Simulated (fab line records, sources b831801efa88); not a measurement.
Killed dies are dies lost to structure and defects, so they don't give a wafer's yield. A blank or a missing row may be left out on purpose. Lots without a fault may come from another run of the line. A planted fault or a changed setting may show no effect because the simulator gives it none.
A struck lot beside a sound one | flow sky130 | 15 steps out of a route of 708
Sound: wafers L665.1, L665.2, L665.3. Struck: wafers L677.2, L677.3, L677.5. The cause comes at the end.
At each step with rows: each side's tool, then ch and its chambers, then its first start. Under that, the readings that differ: sound wafers | struck wafers | difference of the means | sigmas: that difference in standard deviations of wafers without a fault.
alike: readings whose means differ by less than 2 such deviations, and words and numbers that are the same on both sides. not compared: withheld readings, readings that some wafer has no value for, bounds like >300 that may hide the same value, and numbers for which the record gives no deviation and whose values overlap.
The two part at a step that has a row with sigmas, a row that says differs or no value, or rows on one side only. Numbers that don't overlap but have no deviation are shown without sigmas and don't part them. A reading that every wafer of one side lacks parts them only if that side has two wafers or more.

first, 4 steps without rows for these wafers: SKY_DNWELL_EXPOSE_04 (exposes mask DNM, target cd 3000 nm); SKY_DNWELL_PEB_05; SKY_DNWELL_DEVELOP_06 (develop time 60 s); SKY_DNWELL_IMPLANT_07.
SKY_DNWELL_STRIP_08: strips in O2/N2.
  sound on plasma_asher-02 ch 0,1, day 4 19:01; struck on plasma_asher-02 ch 0,1, day 7 11:05
  alike: drypump_motor_current_A, n2_flow_sccm, oes_product_au, strip_time_to_endpoint_s
  not compared: rf_hours_counter_h
SKY_DNWELL_TW_MEAS_09:
  sound on film_metro-02, day 4 19:07; struck on film_metro-02, day 7 11:11
  reading   | sound          | struck         | difference | sigmas
  DNWELL_TW | 1121 1124 1120 | 1135 1139 1144 | +18        | +2
then, 6 steps without rows for these wafers: SKY_PWDE_DEHYDRATE_00 (time 60 s); SKY_PWDE_HMDS_01 (prime time 60 s); SKY_PWDE_COAT_02 (resist thk 3000 nm); SKY_PWDE_SOFTBAKE_03; SKY_PWDE_EXPOSE_04 (exposes mask PWDEM, target cd 840 nm); SKY_PWDE_PEB_05.
SKY_PWDE_DEVELOP_06: develop time 60 s.
  sound on litho_track-03 ch 0, day 5 11:00; struck on litho_track-02 ch 0, day 8 06:00
  reading                | sound             | struck            | difference | sigmas
  chill_plate_temp_C (C) | 23.03 23.05 23.03 | 22.63 22.80 22.82 | -0.29      | -3
SKY_PWDE_OVL_MEAS_07:
  sound on overlay-02, day 5 11:41; struck on overlay-01, day 8 06:14
  reading       | sound       | struck | difference                    | sigmas
  PWDE_OVL (nm) | 1.6 2.7 0.3 | - - -  | no value on the struck wafers |
then, 1 step without rows for these wafers: SKY_PWDE_IMPLANT_08.

WHERE THEY PART
First at SKY_DNWELL_TW_MEAS_09; last, within this record, at SKY_PWDE_OVL_MEAS_07.

WHY: what the simulator had put in
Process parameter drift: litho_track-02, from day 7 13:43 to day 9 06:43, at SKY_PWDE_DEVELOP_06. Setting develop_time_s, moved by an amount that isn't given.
